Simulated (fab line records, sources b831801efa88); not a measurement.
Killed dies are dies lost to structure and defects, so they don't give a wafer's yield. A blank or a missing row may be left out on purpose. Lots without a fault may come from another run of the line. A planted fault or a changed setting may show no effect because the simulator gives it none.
Which tool did it? | flow gf180mcu | 13 lots, 37 wafers sampled, at 5 steps of a route of 602

WHAT THE GAUGES READ, wafer by wafer
GF_M3_THK_MEAS_06: measures by xrf. Usual: M3_ALCU_THK 463 nm, standard deviation 4.4.
lot  | measured     | on            | M3_ALCU_THK (nm) | flag
L672 | day 20 05:21 | film_metro-02 | 463 460 462      |
L673 | day 20 16:39 | film_metro-02 | 461 460 459      |
L675 | day 21 16:46 | film_metro-02 | 462 461 460      |
L676 | day 22 01:09 | film_metro-03 | 466 467 461      |
L681 | day 23 16:55 | film_metro-03 | 467 471 467      |
L686 | day 25 10:17 | film_metro-03 | 464              |
L688 | day 26 01:27 | film_metro-02 | 459 452 459      |
L689 | day 26 09:46 | film_metro-03 | 463 462 461      |
L691 | day 26 21:33 | film_metro-03 | 458 462 465      |
L690 | day 26 22:01 | film_metro-03 | 465 457 463      |
L692 | day 27 04:33 | film_metro-03 | 465 460 455      |
L694 | day 27 16:58 | film_metro-01 | 463 463 465      |
L695 | day 28 01:04 | film_metro-03 | 460 466 464      |

GF_M3_CD_MEAS_14: target cd 280 nm. Usual: cd_nm 279.8 nm, standard deviation 1.5.
lot  | measured     | on        | cd_nm (nm)        | flag
L672 | day 21 05:12 | cd_sem-01 | 277.5 277.5 277.0 |
L673 | day 21 17:10 | cd_sem-01 | 282.3 282.7 281.2 |
L675 | day 22 16:26 | cd_sem-01 | 281.3 280.9 282.3 |
L676 | day 23 00:05 | cd_sem-02 | 281.2 281.8 281.9 |
L681 | day 24 14:52 | cd_sem-02 | 278.6 279.6 278.6 |
L686 | day 26 07:16 | cd_sem-02 | 280.4             |
L688 | day 26 21:58 | cd_sem-01 | 279.3 277.5 277.9 |
L689 | day 27 05:53 | cd_sem-02 | 281.4 281.8 280.5 |
L691 | day 27 17:34 | cd_sem-02 | 280.0 280.3 280.0 |
L690 | day 27 18:13 | cd_sem-01 | 279.6 279.8 280.7 |
L692 | day 28 00:09 | cd_sem-02 | 277.6 278.0 278.2 |
L694 | day 28 12:29 | cd_sem-02 | 278.9 279.5 280.0 |
L695 | day 28 20:03 | cd_sem-01 | 279.1 278.9 278.8 |

GF_V4_THK_MEAS_03. Usual: V4_CVD_02_THK 852 nm, standard deviation 11.
lot  | measured     | on            | V4_CVD_02_THK (nm) | flag
L672 | day 23 08:19 | film_metro-02 | 854 862 857        |
L673 | day 23 19:17 | film_metro-02 | 869 856 865        |
L675 | day 24 18:00 | film_metro-01 | 850 841 855        |
L676 | day 25 00:54 | film_metro-04 | 841 866 853        |
L681 | day 26 13:17 | film_metro-04 | 850 846 860        |
L686 | day 28 03:32 | film_metro-01 | 751                | OFF
L688 | day 28 18:31 | film_metro-01 | 863 873 858        |
L689 | day 29 01:44 | film_metro-04 | 849 857 849        |
L691 | day 29 13:05 | film_metro-04 | 848 862 874        |
L690 | day 29 14:20 | film_metro-02 | 859 853 854        |
L692 | day 29 17:53 | film_metro-02 | 842 855 855        |
L694 | day 30 07:23 | film_metro-02 | 858 879 881        |
L695 | day 30 14:47 | film_metro-04 | 836 846 849        |

GF_V4_OVL_MEAS_15. Usual: V4_OVL -1 nm, standard deviation 5.5.
lot  | measured     | on         | V4_OVL (nm) | flag
L672 | day 24 07:02 | overlay-02 | -8 -1 -3    |
L673 | day 24 18:02 | overlay-01 | -1 -6 -4    |
L675 | day 25 15:58 | overlay-02 | 0 3 1       |
L676 | day 25 22:53 | overlay-01 | 2 -6 -8     |
L681 | day 27 10:14 | overlay-02 | -4 0 -3     |
L686 | day 28 22:53 | overlay-01 | -1          |
L688 | day 29 13:58 | overlay-02 | -1 2 -1     |
L689 | day 29 20:40 | overlay-02 | -7 -10 -4   |
L691 | day 30 08:13 | overlay-02 | 1 2 3       |
L690 | day 30 09:46 | overlay-02 | -7 -11 -10  |
L692 | day 30 13:04 | overlay-01 | -4 -3 -5    |
L694 | day 31 01:55 | overlay-01 | 4 4 0       |
L695 | day 31 08:43 | overlay-01 | -1 -3 0     |

WHICH TOOL RAN EACH LOT (tool, then ch and the chambers of the sampled wafers, then the start)
lot  | GF_V4_CVD_02
L672 | pecvd-04 ch 1,2, day 23 08:14
L673 | pecvd-02 ch 0,1,2, day 23 19:14
L675 | pecvd-02 ch 0,1,2, day 24 17:56
L676 | pecvd-02 ch 0,1,2, day 25 00:49
L681 | pecvd-01 ch 1,2, day 26 13:13
L686 | pecvd-01 ch 1, day 28 03:28
L688 | pecvd-04 ch 0,1,2, day 28 18:26
L689 | pecvd-04 ch 0,1, day 29 01:39
L691 | pecvd-04 ch 0,1,2, day 29 13:00
L690 | pecvd-02 ch 1,2, day 29 14:15
L692 | pecvd-02 ch 0,1, day 29 17:49
L694 | pecvd-02 ch 0,1,2, day 30 07:18
L695 | pecvd-02 ch 0,1,2, day 30 14:43
- GF_V4_CVD_02: deposits SiO2 from TEOS, target thk 850 nm, time 94.851 s.

WHAT THE TOOLS THEMSELVES READ (means of the sampled wafers that have a number; where no wafer has one, the mark that the record gives instead)
GF_V4_CVD_02. Usual: heater_power_w 672 W, standard deviation 83.
lot  | tool     | heater_power_w (W) | flag
L672 | pecvd-04 | 707                |
L673 | pecvd-02 | 683                |
L675 | pecvd-02 | 693                |
L676 | pecvd-02 | 687                |
L681 | pecvd-01 | 655                |
L686 | pecvd-01 | 693                |
L688 | pecvd-04 | 726                |
L689 | pecvd-04 | 699                |
L691 | pecvd-04 | 699                |
L690 | pecvd-02 | 747                |
L692 | pecvd-02 | 646                |
L694 | pecvd-02 | 697                |
L695 | pecvd-02 | 643                |

THE ANSWER, worked out from the rows above alone
Rule: a lot is off if the mean of its wafers that have a number lies more than 3 standard deviations from the usual mean. A lot without any number at a reading at which 4 lots or more have one is off too. The other lots that the step has rows for count as sound. The gauges are gone through in route order, then the tools' own readings, and for those a lot's mean is taken as printed above. The first step at which some lot is off is used, and at that step the reading that is off furthest; a lot without a number counts as furthest.
Off: L686, at GF_V4_THK_MEAS_03 (V4_CVD_02_THK).
A tool fits if, at a process step before that reading, it ran every lot that is off, and no sound lot after the first of them. The gauges at GF_V4_THK_MEAS_03 are tried like those tools. One fits: pecvd-01 at GF_V4_CVD_02. Its last sound lot is L681 (day 26 13:13), its first lot that is off L686 (day 28 03:28): a fault that began between those two fits.

WHAT THE SIMULATOR HAD PUT IN
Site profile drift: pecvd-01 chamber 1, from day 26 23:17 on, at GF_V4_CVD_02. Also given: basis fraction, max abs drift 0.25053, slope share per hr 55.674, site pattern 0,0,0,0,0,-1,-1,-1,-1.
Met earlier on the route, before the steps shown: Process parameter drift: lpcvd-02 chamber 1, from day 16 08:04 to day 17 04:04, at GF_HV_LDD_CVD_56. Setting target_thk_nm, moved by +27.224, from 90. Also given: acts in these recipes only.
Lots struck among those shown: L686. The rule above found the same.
